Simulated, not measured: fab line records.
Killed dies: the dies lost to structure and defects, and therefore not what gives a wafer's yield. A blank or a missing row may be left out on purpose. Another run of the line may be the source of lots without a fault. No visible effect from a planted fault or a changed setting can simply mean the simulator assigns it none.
fab line records | flow gf180mcu
record: lots: 14 | wafers: 42 | last_day: 34
route steps=602 shown MIM@512 V5@550
lots untouched by any fault: they come from a run of this same line in which no faults occurred
start_h: hours from the record's first day to the start of the lot's first wafer shown | wait_h: hours elapsed since this lot's preceding step | " same as the row above | L1.1+2: several wafers, shown together as one row | - no value, or no start given | * or withheld: withheld | < > ~ a bound
route shown NAME@n: NAME is a module with steps in the file, n the number in the route of the first one | usual: average and standard deviation across the fault-free wafers | same: alike in all rows | chamber/n: place in a boat | sites: per-site readings | _std_site: their standard deviation | _edge_site: mean of outer sites minus mean of inner sites | radius_mm: for every site, how far away it sits from the centre of the wafer | mask NAME#n: copy n | behind: the tool/chamber that last shaped the wafer | hold: cause of the lot's hold/its duration in hours/its outcome | device: which transistor (n, p or np) failed to switch | end of line: at the end of the route, the tests of the same wafers | a step given without rows: its recipe and nothing more | killed: at the first sort, the dies lost to defects and structure; wafer yield is something else | map: per-die view of a wafer (x killed, . not killed, _ where there is no die)
set.NAME: the setting as run; set.NAME@STEP: as run at that earlier step | model.NAME: the simulator's own value behind a step, which no gauge read
one table for each step of the route and one row for each wafer, over a sample of lots
services: when a tool's chamber went out of use (start_h, in hours from the record's first day, below 0 if earlier), for how many hours, and the reason
== steps ==
step: GF_MIM_SPUTTER_09
recipe: material: TiN | target_thk_nm: 35 | power_w: 6500 | time_s: 29.2 | chamber_pressure_pa: 0.4
usual: throttle_valve_pct: 30.2/0.95
lot.wafer | tool           | chamber | start_h | wait_h | throttle_valve_pct
L959.4    | pvd_sputter-02 | -       | 556.87  | 0.0    | 29.9
L959.5    | "              | -       | "       | "      | 29.3
L959.6    | "              | -       | "       | "      | 30.8
L960.4    | pvd_sputter-02 | -       | 562.98  | 0.0    | 29.9
L960.5    | "              | -       | "       | "      | 29.0
L960.6    | "              | -       | "       | "      | 30.6
L961.3    | pvd_sputter-03 | -       | 572.86  | 0.0    | 29.7
L961.5    | "              | -       | "       | "      | 29.5
L961.6    | "              | -       | "       | "      | 29.0
L963.1    | pvd_sputter-02 | -       | 596.74  | 0.0    | 31.1
L963.2    | "              | -       | "       | "      | 29.9
L963.3    | "              | -       | "       | "      | 30.0
L962.4    | pvd_sputter-03 | -       | 602.70  | 0.0    | 29.8
L962.5    | "              | -       | "       | "      | 29.2
L962.6    | "              | -       | "       | "      | 29.6
L964.2    | pvd_sputter-01 | -       | 615.10  | 0.0    | 31.5
L964.4    | "              | -       | "       | "      | 31.9
L964.5    | "              | -       | "       | "      | 30.6
L965.1    | pvd_sputter-01 | -       | 627.19  | 0.0    | 29.1
L965.3    | "              | -       | "       | "      | 30.9
L965.4    | "              | -       | "       | "      | 31.8
L970.3    | pvd_sputter-01 | -       | 656.44  | 0.0    | 29.2
L970.4    | "              | -       | "       | "      | 31.4
L970.5    | "              | -       | "       | "      | 31.9
L971.1    | pvd_sputter-03 | -       | 664.24  | 0.0    | 29.0
L971.4    | "              | -       | "       | "      | 31.3
L971.5    | "              | -       | "       | "      | 29.1
L974.2    | pvd_sputter-01 | -       | 683.91  | 0.0    | 30.7
L974.4    | "              | -       | "       | "      | 29.1
L974.5    | "              | -       | "       | "      | 30.7
L976.1    | pvd_sputter-01 | -       | 691.75  | 0.0    | 29.3
L976.2    | "              | -       | "       | "      | 31.8
L976.6    | "              | -       | "       | "      | 28.8
L979.2    | pvd_sputter-03 | -       | 712.77  | 0.0    | 29.7
L979.4    | "              | -       | "       | "      | 29.5
L979.5    | "              | -       | "       | "      | 29.3
L980.1    | pvd_sputter-02 | -       | 715.45  | 0.0    | 30.0
L980.4    | "              | -       | "       | "      | 30.9
L980.6    | "              | -       | "       | "      | 29.7
L982.1    | pvd_sputter-03 | -       | 727.14  | 0.0    | 29.1
L982.2    | "              | -       | "       | "      | 31.0
L982.5    | "              | -       | "       | "      | 29.7
step: GF_MIM_METAL_ETCH_19
recipe: chemistry: Cl2/BCl3 | mask_material: NOVOLAK | stop_on: Si3N4 | target_depth_nm: 324.5 | pressure_mtorr: 8 | icp_w: 800 | bias_w: 140 | Cl2_flow_sccm: 80 | bcl3_flow_sccm: 40 | time_s: 54.1
usual: drypump_motor_current_A: 5.5/0.38 | he_backside_leak_sccm: 3.35/0.25 | oes_product_au: 0.939/0.0068 | throttle_valve_pct: 28.286/0.011
lot.wafer | tool         | chamber | start_h | wait_h | drypump_motor_current_A | he_backside_leak_sccm | oes_product_au | rf_hours_counter_h | throttle_valve_pct
L959.4    | rie_metal-02 | 1       | 579.32  | 0.1    | 5.7                     | 3.28                  | 0.935          | -                  | 28.288
L959.5    | "            | 1       | "       | "      | 5.7                     | 3.24                  | 0.937          | -                  | 28.280
L959.6    | "            | 0       | "       | "      | 5.3                     | 3.16                  | 0.933          | -                  | 28.288
L960.4    | rie_metal-03 | 0       | 583.87  | 0.1    | 4.7                     | 3.52                  | 0.944          | -                  | 28.288
L960.5    | "            | 0       | "       | "      | 4.7                     | 3.21                  | 0.943          | -                  | 28.288
L960.6    | "            | 0       | "       | "      | 4.7                     | 3.47                  | 0.939          | -                  | 28.292
L961.3    | rie_metal-03 | 0       | 593.81  | 0.1    | 4.7                     | 3.46                  | 0.940          | -                  | 28.267
L961.5    | "            | 0       | "       | "      | 4.7                     | 3.49                  | 0.942          | -                  | 28.291
L961.6    | "            | 0       | "       | "      | 4.7                     | 3.38                  | 0.936          | -                  | 28.284
L963.1    | rie_metal-02 | 1       | 617.85  | 0.1    | 5.7                     | 3.23                  | 0.932          | 4                  | 28.285
L963.2    | "            | 0       | "       | "      | 5.3                     | 2.99                  | 0.947          | 9                  | 28.286
L963.3    | "            | 0       | "       | "      | 5.3                     | 3.03                  | 0.931          | -                  | 28.294
L962.4    | rie_metal-01 | 1       | 622.72  | 0.1    | 5.8                     | 3.60                  | 0.935          | -                  | 28.290
L962.5    | "            | 1       | "       | "      | 5.7                     | 3.36                  | 0.934          | -                  | 28.288
L962.6    | "            | 0       | "       | "      | 5.6                     | 3.28                  | 0.928          | -                  | 28.282
L964.2    | rie_metal-02 | 0       | 635.30  | 0.1    | 5.3                     | 3.06                  | 0.939          | 10                 | 28.283
L964.4    | "            | 1       | "       | "      | 5.7                     | 3.59                  | 0.944          | -                  | 28.273
L964.5    | "            | 1       | "       | "      | 5.7                     | 3.52                  | 0.938          | -                  | 28.256
L965.1    | rie_metal-02 | 0       | 646.91  | 0.1    | 5.3                     | 3.21                  | 0.937          | 10                 | 28.285
L965.3    | "            | 1       | "       | "      | 5.7                     | 3.08                  | 0.937          | -                  | 28.275
L965.4    | "            | 0       | "       | "      | 5.3                     | 3.18                  | 0.936          | -                  | 28.310
L970.3    | rie_metal-02 | 0       | 675.68  | 0.1    | 5.3                     | 3.00                  | 0.935          | -                  | 28.285
L970.4    | "            | 1       | "       | "      | 5.8                     | 3.40                  | 0.939          | -                  | 28.289
L970.5    | "            | 0       | "       | "      | 5.3                     | 3.14                  | 0.932          | -                  | 28.297
L971.1    | rie_metal-01 | 0       | 683.15  | 0.1    | 5.6                     | 3.23                  | 0.934          | 5                  | 28.296
L971.4    | "            | 0       | "       | "      | 5.6                     | 3.49                  | 0.918          | -                  | 28.274
L971.5    | "            | 0       | "       | "      | 5.7                     | 3.29                  | 0.931          | -                  | 28.290
L974.2    | rie_metal-01 | 0       | 701.95  | 0.1    | 5.6                     | 3.58                  | 0.944          | 5                  | 28.278
L974.4    | "            | 0       | "       | "      | 5.6                     | 3.82                  | 0.939          | -                  | 28.273
L974.5    | "            | 0       | "       | "      | 5.6                     | 3.56                  | 0.935          | -                  | 28.274
L976.1    | rie_metal-02 | 0       | 709.25  | 0.1    | 5.3                     | 2.96                  | 0.934          | 13                 | 28.286
L976.2    | "            | 1       | "       | "      | 5.7                     | 3.20                  | 0.933          | 8                  | 28.272
L976.6    | "            | 0       | "       | "      | 5.3                     | 3.74                  | 0.944          | -                  | 28.290
L979.2    | rie_metal-02 | 1       | 729.85  | 0.1    | 5.7                     | 3.46                  | 0.951          | 9                  | 28.289
L979.4    | "            | 1       | "       | "      | 5.7                     | 3.42                  | 0.944          | -                  | 28.273
L979.5    | "            | 1       | "       | "      | 5.7                     | 3.30                  | 0.944          | -                  | 28.281
L980.1    | rie_metal-03 | 1       | 733.26  | 0.1    | 5.7                     | 3.34                  | 0.939          | 4                  | 28.268
L980.4    | "            | 1       | "       | "      | 5.7                     | 3.37                  | 0.939          | -                  | 28.283
L980.6    | "            | 1       | "       | "      | 5.7                     | 4.83                  | 0.940          | -                  | 28.268
L982.1    | rie_metal-03 | 0       | 744.51  | 0.1    | 4.7                     | 3.50                  | 0.943          | 3                  | 28.284
L982.2    | "            | 1       | "       | "      | 5.6                     | 3.28                  | 0.929          | 5                  | 28.284
L982.5    | "            | 1       | "       | "      | 5.7                     | 3.16                  | 0.947          | -                  | 28.288
step: GF_V5_SOFTBAKE_10
recipe: temp_c: 130 | time_s: 60 | resist: KrF
usual: heater_power_total_W: 93.05/0.056 | plate_temp_C: 129.99/0.12
lot.wafer | tool           | chamber | start_h | wait_h | heater_power_total_W | plate_temp_C
L959.4    | litho_track-03 | 0       | 613     | -      | 93.03                | 129.90
L959.5    | "              | 0       | "       | "      | 93.14                | 129.93
L959.6    | "              | 0       | "       | "      | 92.90                | 129.68
L960.4    | litho_track-02 | 0       | 617     | -      | 93.14                | 129.81
L960.5    | "              | 0       | "       | "      | 93.03                | 129.91
L960.6    | "              | 0       | "       | "      | 93.02                | 129.96
L961.3    | litho_track-02 | 0       | 627     | -      | 93.02                | 130.11
L961.5    | "              | 0       | "       | "      | 93.13                | 130.00
L961.6    | "              | 0       | "       | "      | 93.07                | 130.14
L963.1    | litho_track-01 | 0       | 649     | -      | 93.01                | 129.82
L963.2    | "              | 0       | "       | "      | 93.03                | 130.11
L963.3    | "              | 0       | "       | "      | 93.06                | 129.95
L962.4    | litho_track-03 | 0       | 653     | -      | 92.99                | 130.12
L962.5    | "              | 0       | "       | "      | 93.15                | 130.03
L962.6    | "              | 0       | "       | "      | 93.06                | 130.08
L964.2    | litho_track-02 | 0       | 666     | -      | 93.04                | 130.01
L964.4    | "              | 0       | "       | "      | 93.05                | 129.96
L964.5    | "              | 0       | "       | "      | 93.06                | 130.05
L965.1    | litho_track-03 | 0       | 677     | -      | 92.94                | 130.05
L965.3    | "              | 0       | "       | "      | 93.01                | 129.95
L965.4    | "              | 0       | "       | "      | 93.16                | 129.98
L970.3    | litho_track-03 | 0       | 705     | -      | 106.52               | 144.09
L970.4    | "              | 0       | "       | "      | 106.51               | 144.08
L970.5    | "              | 0       | "       | "      | 106.33               | 144.02
L971.1    | litho_track-02 | 0       | 713     | -      | 92.97                | 129.85
L971.4    | "              | 0       | "       | "      | 93.08                | 129.76
L971.5    | "              | 0       | "       | "      | 93.00                | 129.84
L974.2    | litho_track-03 | 0       | 730     | -      | 106.41               | 144.24
L974.4    | "              | 0       | "       | "      | 106.44               | 144.33
L974.5    | "              | 0       | 731     | -      | 106.52               | 144.39
L976.1    | litho_track-01 | 0       | 738     | -      | 93.07                | 130.15
L976.2    | "              | 0       | "       | "      | 93.10                | 130.13
L976.6    | "              | 0       | "       | "      | 93.05                | 130.08
L979.2    | litho_track-02 | 0       | 758     | -      | 92.98                | 130.05
L979.4    | "              | 0       | "       | "      | 93.06                | 129.83
L979.5    | "              | 0       | "       | "      | 93.06                | 130.08
L980.1    | litho_track-01 | 0       | 760     | -      | 93.05                | 130.01
L980.4    | "              | 0       | "       | "      | 92.99                | 130.18
L980.6    | "              | 0       | "       | "      | 93.09                | 130.06
L982.1    | litho_track-01 | 0       | 771     | -      | 93.13                | 130.10
L982.2    | "              | 0       | "       | "      | 93.01                | 129.85
L982.5    | "              | 0       | "       | "      | 93.05                | 130.09
step: GF_V5_CD_MEAS_14
recipe: target_cd_nm: 260
usual: cd_nm: 260.0/1.3
lot.wafer | tool      | chamber | start_h | wait_h | cd_nm
L959.4    | cd_sem-02 | -       | 623.55  | 0.1    | 260.1
L959.5    | "         | -       | "       | "      | 259.2
L959.6    | "         | -       | "       | "      | 259.8
L960.4    | cd_sem-02 | -       | 627.66  | 0.1    | 262.7
L960.5    | "         | -       | "       | "      | 261.3
L960.6    | "         | -       | "       | "      | 262.0
L961.3    | cd_sem-02 | -       | 636.93  | 0.1    | 261.2
L961.5    | "         | -       | "       | "      | 261.7
L961.6    | "         | -       | "       | "      | 262.0
L963.1    | cd_sem-01 | -       | 658.71  | 0.1    | 258.9
L963.2    | "         | -       | "       | "      | 258.6
L963.3    | "         | -       | "       | "      | 259.1
L962.4    | cd_sem-02 | -       | 662.71  | 0.1    | 259.8
L962.5    | "         | -       | "       | "      | 258.9
L962.6    | "         | -       | "       | "      | 259.8
L964.2    | cd_sem-01 | -       | 676.48  | 0.1    | 258.2
L964.4    | "         | -       | "       | "      | 258.3
L964.5    | "         | -       | "       | "      | 260.0
L965.1    | cd_sem-01 | -       | 686.21  | 0.1    | 259.5
L965.3    | "         | -       | "       | "      | 260.4
L965.4    | "         | -       | "       | "      | 260.6
L970.3    | cd_sem-01 | -       | 713.85  | 0.1    | 315.1
L970.4    | "         | -       | "       | "      | 315.3
L970.5    | "         | -       | "       | "      | 315.2
L971.1    | cd_sem-01 | -       | 721.80  | 0.1    | 258.7
L971.4    | "         | -       | "       | "      | 259.6
L971.5    | "         | -       | "       | "      | 259.3
L974.2    | cd_sem-02 | -       | 740.12  | 0.1    | 303.6
L974.4    | "         | -       | "       | "      | 302.4
L974.5    | "         | -       | "       | "      | 303.8
L976.1    | cd_sem-02 | -       | 746.74  | 0.1    | 260.1
L976.2    | "         | -       | "       | "      | 260.5
L976.6    | "         | -       | "       | "      | 261.3
L979.2    | cd_sem-01 | -       | 766.41  | 0.1    | 263.1
L979.4    | "         | -       | "       | "      | 262.8
L979.5    | "         | -       | "       | "      | 261.9
L980.1    | cd_sem-02 | -       | 768.51  | 0.1    | 258.8
L980.4    | "         | -       | "       | "      | 259.4
L980.6    | "         | -       | "       | "      | 258.6
L982.1    | cd_sem-02 | -       | 778.94  | 0.1    | 259.3
L982.2    | "         | -       | "       | "      | 258.9
L982.5    | "         | -       | "       | "      | 259.4
step: GF_V5_ETCH_16
recipe: chemistry: N2/H2 | target_depth_a: withheld | overetch_a: withheld | time_s: withheld | target: BARC | ion_energy_ev: 200 | source_w: 500 | bias_w: 100 | pressure_mtorr: 30 | n2_flow_sccm: 100 | h2_flow_sccm: 200
usual: drypump_motor_current_A: 5.9/0.37 | oes_product_au: 0.855/0.0045 | throttle_valve_pct: 13.225/0.0097
lot.wafer | tool        | chamber | start_h | wait_h | drypump_motor_current_A | oes_product_au | throttle_valve_pct
L959.4    | rie_diel-01 | 3       | 623.65  | 0.0    | 5.9                     | 0.861          | 13.229
L959.5    | "           | 1       | "       | "      | 5.9                     | 0.855          | 13.223
L959.6    | "           | 0       | "       | "      | 5.9                     | 0.859          | 13.223
L960.4    | rie_diel-02 | 0       | 627.76  | 0.0    | 6.4                     | 0.854          | 13.215
L960.5    | "           | 3       | "       | "      | 5.3                     | 0.847          | 13.221
L960.6    | "           | 0       | "       | "      | 6.4                     | 0.853          | 13.222
L961.3    | rie_diel-01 | 1       | 637.05  | 0.0    | 5.9                     | 0.867          | 13.221
L961.5    | "           | 3       | "       | "      | 6.0                     | 0.851          | 13.219
L961.6    | "           | 2       | "       | "      | 5.8                     | 0.854          | 13.244
L963.1    | rie_diel-01 | 0       | 658.87  | 0.0    | 6.0                     | 0.855          | 13.220
L963.2    | "           | 3       | "       | "      | 6.0                     | 0.860          | 13.227
L963.3    | "           | 1       | "       | "      | 5.9                     | 0.861          | 13.237
L962.4    | rie_diel-02 | 2       | 662.81  | 0.0    | 5.7                     | 0.850          | 13.243
L962.5    | "           | 0       | "       | "      | 6.4                     | 0.848          | 13.219
L962.6    | "           | 3       | "       | "      | 5.3                     | 0.843          | 13.221
L964.2    | rie_diel-04 | 2       | 676.62  | 0.0    | 5.2                     | 0.861          | 13.197
L964.4    | "           | 0       | "       | "      | 5.4                     | 0.857          | 13.216
L964.5    | "           | 0       | "       | "      | 5.4                     | 0.853          | 13.220
L965.1    | rie_diel-04 | 1       | 686.37  | 0.0    | 6.1                     | 0.856          | 13.251
L965.3    | "           | 3       | "       | "      | 6.2                     | 0.850          | 13.215
L965.4    | "           | 0       | "       | "      | 5.4                     | 0.855          | 13.228
L970.3    | rie_diel-01 | 1       | 713.97  | 0.0    | 6.0                     | 0.855          | 13.216
L970.4    | "           | 2       | "       | "      | 5.8                     | 0.860          | 13.222
L970.5    | "           | 2       | "       | "      | 5.8                     | 0.854          | 13.228
L971.1    | rie_diel-01 | 3       | 721.96  | 0.0    | 6.0                     | 0.857          | 13.219
L971.4    | "           | 1       | "       | "      | 5.9                     | 0.860          | 13.214
L971.5    | "           | 3       | "       | "      | 6.0                     | 0.849          | 13.222
L974.2    | rie_diel-04 | 0       | 740.26  | 0.0    | 5.5                     | 0.860          | 13.222
L974.4    | "           | 3       | "       | "      | 6.2                     | 0.853          | 13.221
L974.5    | "           | 0       | "       | "      | 5.4                     | 0.855          | 13.241
L976.1    | rie_diel-02 | 1       | 746.90  | 0.0    | 6.4                     | 0.859          | 13.237
L976.2    | "           | 3       | "       | "      | 5.2                     | 0.858          | 13.211
L976.6    | "           | 3       | "       | "      | 5.3                     | 0.863          | 13.226
L979.2    | rie_diel-01 | 3       | 766.55  | 0.0    | 6.0                     | 0.857          | 13.220
L979.4    | "           | 1       | "       | "      | 6.0                     | 0.851          | 13.218
L979.5    | "           | 3       | "       | "      | 6.0                     | 0.849          | 13.220
L980.1    | rie_diel-01 | 3       | 768.67  | 0.0    | 6.0                     | 0.851          | 13.232
L980.4    | "           | 1       | "       | "      | 6.0                     | 0.860          | 13.227
L980.6    | "           | 0       | "       | "      | 5.9                     | 0.853          | 13.224
L982.1    | rie_diel-02 | 3       | 779.10  | 0.0    | 5.2                     | 0.860          | 13.220
L982.2    | "           | 2       | "       | "      | 5.7                     | 0.856          | 13.235
L982.5    | "           | 0       | "       | "      | 6.4                     | 0.867          | 13.237
== services ==
tool           | chamber | start_h | hours | kind
pvd_sputter-03 | -       | 536.65  | 5.2   | repair
rie_diel-02    | -       | 545.08  | 0.6   | repair
rie_metal-01   | -       | 550.17  | 0.7   | repair
rie_metal-02   | -       | 550.78  | 14.6  | pm
rie_diel-01    | 3       | 558.17  | 1.8   | repair
pvd_sputter-01 | -       | 584.88  | 11.2  | repair
rie_metal-03   | -       | 585.30  | 0.1   | repair
rie_diel-02    | -       | 586.09  | 0.2   | repair
pvd_sputter-03 | -       | 598.22  | 2.1   | repair
rie_diel-04    | 3       | 614.69  | 8.5   | repair
rie_metal-03   | -       | 622.40  | 0.4   | repair
rie_metal-03   | -       | 633.53  | 24.4  | repair
pvd_sputter-01 | -       | 637.10  | 4.1   | repair
rie_diel-01    | 3       | 639.60  | 5.4   | repair
rie_diel-04    | 0       | 641.07  | 2.5   | repair
rie_diel-01    | 2       | 642.68  | 3.5   | repair
pvd_sputter-03 | -       | 683.86  | 2.6   | repair
rie_diel-01    | -       | 698.49  | 0.7   | repair
rie_diel-02    | 0       | 699.44  | 2.8   | repair
pvd_sputter-02 | -       | 709.75  | 1.8   | repair
rie_diel-01    | -       | 716.79  | 0.2   | repair
rie_metal-02   | -       | 721.18  | 0.5   | repair
pvd_sputter-03 | -       | 737.00  | 6.3   | repair
pvd_sputter-02 | -       | 739.75  | 5.8   | repair
== key ==
first_sign: step: GF_V5_SOFTBAKE_10 | reading: heater_power_total_W | direction: up | sigmas: 99+ | usual: 93.05 | struck: 106.45
effect: step: GF_V5_SOFTBAKE_10 | reading: plate_temp_C | direction: up | sigmas: 99+ | usual: * | struck: *
effect: step: GF_V5_CD_MEAS_14 | reading: cd_nm | direction: up | sigmas: 38 | usual: 260.0 | struck: 309.2 | through: control_loop
met_at GF_V5_SOFTBAKE_10
struck_lots L970,L974
later_rows_left_out L970.3,L970.4,L970.5
sort_left_out L970.3,L970.4,L970.5,L974.2,L974.4,L974.5
loop_trim: step: GF_V5_EXPOSE_11 | setting: dose | lots: L974
not_acting_at GF_MIM_SPUTTER_09,GF_MIM_METAL_ETCH_19,GF_V5_ETCH_16
onset_between 677 705
fault: kind: process_parameter_drift | tool: litho_track-03 | chamber: - | onset_h: 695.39 | steps: GF_V5_SOFTBAKE_10 | channel: temp_c | offset: * | shape: step | end_h: 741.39 | acts_in: * | stated: *
sort_left_out: the simulated sort isn't trusted on such a fault, so these wafers' sort isn't shown, and their yield isn't known
later_rows_left_out: the simulator's readings of these wafers behind a module that went badly wrong aren't trusted and aren't shown, but for the sort
loop_trim: a control loop set the setting to another value than it would have without faults
